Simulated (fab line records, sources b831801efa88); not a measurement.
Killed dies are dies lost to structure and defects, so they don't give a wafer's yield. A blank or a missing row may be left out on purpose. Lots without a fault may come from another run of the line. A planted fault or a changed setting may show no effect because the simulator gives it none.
Chamber matching | flow sky130 | SKY_FIELD_ISO_ETCH_14 on rie_diel-02: 4 sister chambers
The step etches BARC in N2/H2, stops on SiO2, time 45.9 s, target depth 60 nm. 7 wafers are shown with their chamber, then 9 later ones without.

WAFERS WITH THEIR CHAMBER
wafer  | chamber | throttle_valve_pct (%) | oes_product_au (a.u.)
L079.5 | 0       | 13.221                 | 0.860
L083.6 | 2       | 13.228                 | 0.855
L085.1 | 3       | 13.228                 | 0.855
L085.5 | 1       | 13.212                 | 0.851
L086.1 | 3       | 13.199                 | 0.848
L086.3 | 1       | 13.233                 | 0.853
L086.5 | 0       | 13.225                 | 0.858

WAFERS WITHOUT THEIR CHAMBER
wafer  | throttle_valve_pct (%) | oes_product_au (a.u.)
L088.2 | 13.235                 | 0.861
L088.3 | 13.217                 | 0.858
L088.6 | 13.236                 | 0.854
L091.1 | 13.220                 | 0.855
L091.3 | 13.222                 | 0.863
L091.4 | 13.207                 | 0.862
L096.1 | 13.237                 | 0.861
L096.3 | 13.222                 | 0.861
L096.4 | 13.221                 | 0.853

WHICH CHAMBER EACH WENT THROUGH
wafer  | from the rows above               | in truth
L088.2 | can't be placed: 0 or 2 or 1      | 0
L088.3 | can't be placed: 0 or 2 or 1 or 3 | 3
L088.6 | can't be placed: 2 or 1 or 3 or 0 | 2
L091.1 | can't be placed: 2 or 1 or 3 or 0 | 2
L091.3 | can't be placed: 0 or 2           | 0
L091.4 | can't be placed: 0 or 2 or 1 or 3 | 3
L096.1 | can't be placed: 0 or 2 or 1      | 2
L096.3 | can't be placed: 0 or 2           | 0
L096.4 | can't be placed: 1 or 3 or 2 or 0 | 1
Placed correctly: 0 of 9. Can't be placed from these rows: 9 (the true chamber is among the candidates in 9). Placed wrongly: 0.
How it was worked out, from the rows above alone: a wafer's distance from a chamber is the root of the sum, over the readings, of the square of ((its reading less the chamber's mean) divided by the reading's scatter). The wafer belongs to the nearest chamber; if the next one is less than 2 further off, it can't be placed. A chamber's mean is the mean of its shown wafers. The scatter: the root of (the sum of the squares of (reading less its chamber's mean) over the shown wafers, divided by (wafers less chambers)).
